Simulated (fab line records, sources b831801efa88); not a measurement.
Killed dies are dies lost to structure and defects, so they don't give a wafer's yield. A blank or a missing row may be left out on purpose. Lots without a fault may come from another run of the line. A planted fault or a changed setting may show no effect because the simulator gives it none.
Problem report in the 8D (eight disciplines) form, filled by code | flow sky130 | the parts of the form that need people (team, actions taken, sign-off) are left out

1. THE PROBLEM
oes_product_au at SKY_SD_N_STRIP_11 reads a mean of 0.456 a.u. on 3 wafers of 1 lot; wafers without a fault read 0.528 a.u. with a standard deviation of 0.0044. That is -16 standard deviations from the usual mean.
The step: strips in O2/N2.
First seen on wafer L642.1, day 34 08:10, on plasma_asher-01. The record holds 15 wafers of 5 lots with a number at this step. Rule for "out", or "out of limits": more than 4 standard deviations from the usual mean. The other wafers with a number count as sound.

2. WHAT IT IS AND WHAT IT IS NOT
question                    | is                     | is not
which readings at this step | oes_product_au         | drypump_motor_current_A, n2_flow_sccm
which lots                  | L642                   | L623, L631, L635, L638
which wafers of those lots  | all that have a number | -
read on which tools         | plasma_asher-01        | plasma_asher-02
when                        | from day 34 08:10      | up to then (12 sound wafers)

3. SUSPECTS, AND WHAT RULES EACH OUT
Counting: a tool at a process step up to the reading stays a suspect if it ran every lot that is out and no sound lot after the first of them.
- plasma_asher-01 at SKY_SD_N_STRIP_11 (strips in O2/N2): kept. It ran the lot that is out, L642 (day 34 08:10), and no sound lot after that; its last sound lot up to then is L635 (day 32 06:42). Its own readings are out on those wafers: oes_product_au.
Left after counting: plasma_asher-01 at SKY_SD_N_STRIP_11.

4. THE CAUSE (what the simulator had put in)
Strip aborted: plasma_asher-01, from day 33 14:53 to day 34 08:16, at SKY_SD_N_STRIP_11. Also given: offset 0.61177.
Counting left only this tool.

5. THE CHAIN OF EFFECTS, in route order
Each row: a reading whose mean over the struck wafers that have a number lies more than 3 standard deviations from the usual. Only readings for which the record gives a usual standard deviation are gone through. hours: the time from each lot's start at the first step in this table that gives one to its start at this step, as a median over the lots. sigmas: the change in usual standard deviations.
hours | step              | reading        | usual      | on struck wafers | change | sigmas
0     | SKY_SD_N_STRIP_11 | oes_product_au | 0.528 a.u. | 0.456            | -0.072 | -16
The process steps in it:
- SKY_SD_N_STRIP_11: strips in O2/N2.
Readings that are blank on the struck wafers while sound wafers have them: strip_time_to_endpoint_s at SKY_SD_N_STRIP_11.
Later measuring or inspecting steps at which every struck wafer that the step has a row for has a number for every such reading, and none has moved that far: SKY_SD_N_TW_MEAS_12.

6. WHAT WOULD HAVE CAUGHT IT SOONER
In this record the first reading out of limits was taken at day 34 08:10, 17 hours after the fault began at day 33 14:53.
